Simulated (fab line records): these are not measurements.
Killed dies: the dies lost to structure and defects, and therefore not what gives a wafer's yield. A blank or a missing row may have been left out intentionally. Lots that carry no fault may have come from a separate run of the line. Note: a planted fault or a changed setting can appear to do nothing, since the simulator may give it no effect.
Which tool did it?	flow gf180mcu	72 wafers from 24 lots sampled at 4 of the route's 602 steps

## WHAT THE GAUGES SHOWED, per wafer
GF_PSD_OVL_MEAS_08.
lot	measured	on	PSD_OVL (nm)
L074	day 14 17:05	overlay-01	-2.0 -2.5 -3.0
L075	day 14 17:25	overlay-02	-2.7 -1.7 -3.2
L076	day 15 01:34	overlay-02	1.7 0.4 -0.3
L077	day 15 07:01	overlay-02	-0.4 -0.3 0.3
L078	day 15 12:37	overlay-02	0.2 -1.3 -0.4
L079	day 16 08:11	overlay-02	-2.4 -1.8 -1.3
L080	day 16 17:25	overlay-01	-2.2 -0.7 -1.8
L081	day 16 20:38	overlay-01	-2.8 -3.7 -2.2
L082	day 16 22:50	overlay-01	-1.9 -2.3 -2.4
L083	day 17 10:14	overlay-01	-1.1 -0.3 -0.7
L084	day 18 06:38	overlay-01	-0.5 -2.9 -1.6
L085	day 18 14:02	overlay-02	-0.6 -1.5 -0.1
L086	day 18 16:26	overlay-02	-1.7 -0.6 -1.0
L087	day 18 23:22	overlay-01	-2.7 -0.4 -0.4
L088	day 19 06:55	overlay-01	-0.2 -1.5 -0.4
L090	day 20 06:38	overlay-02	0.0 -0.9 -0.9
L089	day 20 09:09	overlay-01	-1.5 -0.9 -2.6
L091	day 20 19:58	overlay-01	-1.0 -1.0 -0.9
L092	day 20 20:50	overlay-01	-2.8 -3.8 -2.4
L093	day 21 05:17	overlay-01	-2.5 -1.5 -1.7
L094	day 21 14:16	overlay-01	0.7 -1.0 -0.8
L095	day 21 19:28	overlay-01	-0.1 -0.9 -2.0
L096	day 21 22:54	overlay-01	0.6 0.7 -0.3
L097	day 22 09:24	overlay-01	-0.8 -2.1 -1.7

GF_M4_CD_MEAS_14: target cd 280 nm.
lot	measured	on	cdNm (nm)
L074	day 24 01:28	cdSem-02	280.3 280.1 280.3
L075	day 24 02:06	cdSem-02	281.6 280.9 280.7
L076	day 24 07:37	cdSem-01	279.1 278.9 278.2
L077	day 24 13:26	cdSem-01	280.7 279.3 280.4
L078	day 24 18:37	cdSem-01	282.5 281.2 281.0
L079	day 25 14:53	cdSem-01	280.3 281.3 280.1
L080	day 26 01:15	cdSem-02	278.6 279.2 278.0
L081	day 26 01:33	cdSem-02	280.4 279.5 279.4
L082	day 26 04:10	cdSem-01	279.3 279.4 279.8
L083	day 26 15:25	cdSem-02	281.0 280.7 280.8
L084	day 27 07:55	cdSem-01	279.8 278.9 280.9
L085	day 27 14:02	cdSem-01	280.9 282.8 282.6
L086	day 27 16:31	cdSem-01	279.0 279.4 278.6
L087	day 27 21:51	cdSem-01	281.8 280.7 281.2
L088	day 28 01:52	cdSem-01	280.1 280.8 279.4
L090	day 28 23:28	cdSem-01	280.2 280.1 279.6
L089	day 29 00:22	cdSem-01	279.9 280.0 281.9
L091	day 29 09:17	cdSem-01	278.1 279.0 279.1
L092	day 29 11:55	cdSem-02	281.0 281.9 280.0
L093	day 29 17:49	cdSem-01	281.9 282.2 282.2
L094	day 30 00:08	cdSem-02	281.1 280.5 280.7
L095	day 30 03:58	cdSem-01	278.9 277.7 278.2
L096	day 30 08:17	cdSem-01	280.5 279.5 279.2
L097	day 30 14:14	cdSem-02	278.7 279.5 279.5

GF_M4_OVL_MEAS_15.
lot	measured	on	M4_OVL (nm)
L074	day 24 01:34	overlay-02	1 8 7
L075	day 24 02:13	overlay-01	3 6 6
L076	day 24 07:44	overlay-01	-4 0 -4
L077	day 24 13:33	overlay-01	3 9 6
L078	day 24 18:44	overlay-01	-4 -1 -4
L079	day 25 14:59	overlay-01	-3 -2 -2
L080	day 26 01:22	overlay-02	5 4 1
L081	day 26 01:40	overlay-02	2 -2 -1
L082	day 26 04:16	overlay-01	7 7 6
L083	day 26 15:30	overlay-01	4 0 4
L084	day 27 08:02	overlay-01	-1 2 5
L085	day 27 14:08	overlay-02	5 1 9
L086	day 27 16:38	overlay-01	-8 -5 -3
L087	day 27 21:58	overlay-01	3 3 0
L088	day 28 01:57	overlay-02	-4 2 1
L090	day 28 23:34	overlay-01	-2 -3 -7
L089	day 29 00:29	overlay-02	-5 -10 -7
L091	day 29 09:23	overlay-02	10 7 4
L092	day 29 12:00	overlay-02	-2 -6 -3
L093	day 29 17:55	overlay-01	-3 -6 -7
L094	day 30 00:16	overlay-01	4 2 3
L095	day 30 04:05	overlay-01	-7 -8 -9
L096	day 30 08:25	overlay-02	2 -4 1
L097	day 30 14:22	overlay-02	4 -3 -5

## TOOL THAT RAN EACH LOT (tool first, then ch and the chambers of the sampled wafers, then the start)
lot	GF_M3_SPUTTER_00
L074	pvdSputter-03, day 21 00:33
L075	pvdSputter-04, day 21 01:10
L076	pvdSputter-04, day 21 07:01
L077	pvdSputter-02, day 21 14:12
L078	pvdSputter-02, day 21 19:42
L079	pvdSputter-03, day 22 16:47
L080	pvdSputter-04, day 23 04:13
L081	pvdSputter-03, day 23 04:41
L082	pvdSputter-04, day 23 07:16
L083	pvdSputter-03, day 23 19:37
L084	pvdSputter-04, day 24 13:38
L085	pvdSputter-03, day 24 19:58
L086	pvdSputter-03, day 24 23:15
L087	pvdSputter-04, day 25 04:40
L088	pvdSputter-02, day 25 09:37
L090	pvdSputter-04, day 26 08:08
L089	pvdSputter-04, day 26 10:32
L091	pvdSputter-03, day 26 18:54
L092	pvdSputter-03, day 26 21:22
L093	pvdSputter-03, day 27 03:05
L094	pvdSputter-04, day 27 11:26
L095	pvdSputter-02, day 27 16:28
L096	pvdSputter-03, day 27 19:14
L097	pvdSputter-04, day 28 02:59
- GF_M3_SPUTTER_00: material Ti, target thk 37.5 nm, time 150 s.

## AS READ BY THE TOOLS THEMSELVES (means over the sampled wafers that have a number; for cases with no such wafer, the mark the record gives instead)
GF_M3_SPUTTER_00.
lot	tool	cathodeDcPowerW (W)	substrateTempC (C)	throttleValvePct (%)
L074	pvdSputter-03	4000.5	199.93	29.6
L075	pvdSputter-04	3999.6	200.02	29.9
L076	pvdSputter-04	3999.7	200.10	29.8
L077	pvdSputter-02	3999.9	200.13	30.2
L078	pvdSputter-02	3999.9	199.90	29.2
L079	pvdSputter-03	4000.2	199.99	29.5
L080	pvdSputter-04	4000.9	200.08	29.8
L081	pvdSputter-03	4000.8	199.96	29.5
L082	pvdSputter-04	4000.1	200.01	30.4
L083	pvdSputter-03	3999.2	200.04	30.1
L084	pvdSputter-04	3999.4	199.97	30.5
L085	pvdSputter-03	4000.3	199.96	30.0
L086	pvdSputter-03	3999.5	200.06	30.5
L087	pvdSputter-04	3999.6	200.11	30.7
L088	pvdSputter-02	3999.5	200.03	29.2
L090	pvdSputter-04	4000.0	199.99	30.0
L089	pvdSputter-04	4000.7	199.87	30.9
L091	pvdSputter-03	3999.4	200.03	30.2
L092	pvdSputter-03	3999.9	199.92	30.2
L093	pvdSputter-03	4000.4	200.01	29.7
L094	pvdSputter-04	3999.8	200.05	29.9
L095	pvdSputter-02	4000.6	200.00	29.4
L096	pvdSputter-03	4000.8	200.12	29.3
L097	pvdSputter-04	4000.3	200.12	31.0

## THE ANSWER, worked out from the rows above alone
Rule: the lots themselves supply what counts as usual. Put in order of their means at a reading, lots are off if they are a third of the lots or fewer, leave a main group of 4 or more, and stand apart from it by a gap of 3 or more times the standard deviation of the main group's means; of several such gaps the widest counts. A main group whose means are all the same, to the digits that the tables above print for the reading, isn't used. Also off: a lot with no number at a reading for which 4 or more lots have one. The other lots that the step has rows for count as sound. First the gauges in route order, then the tools' own readings, where a lot's mean is used as printed above. The first step at which some lot is off is used, and at that step the reading that is off furthest; a lot without a number counts as furthest.
None of the lots is off at any reading shown; this tells nothing.

## WHAT HAD BEEN PUT IN BY THE SIMULATOR
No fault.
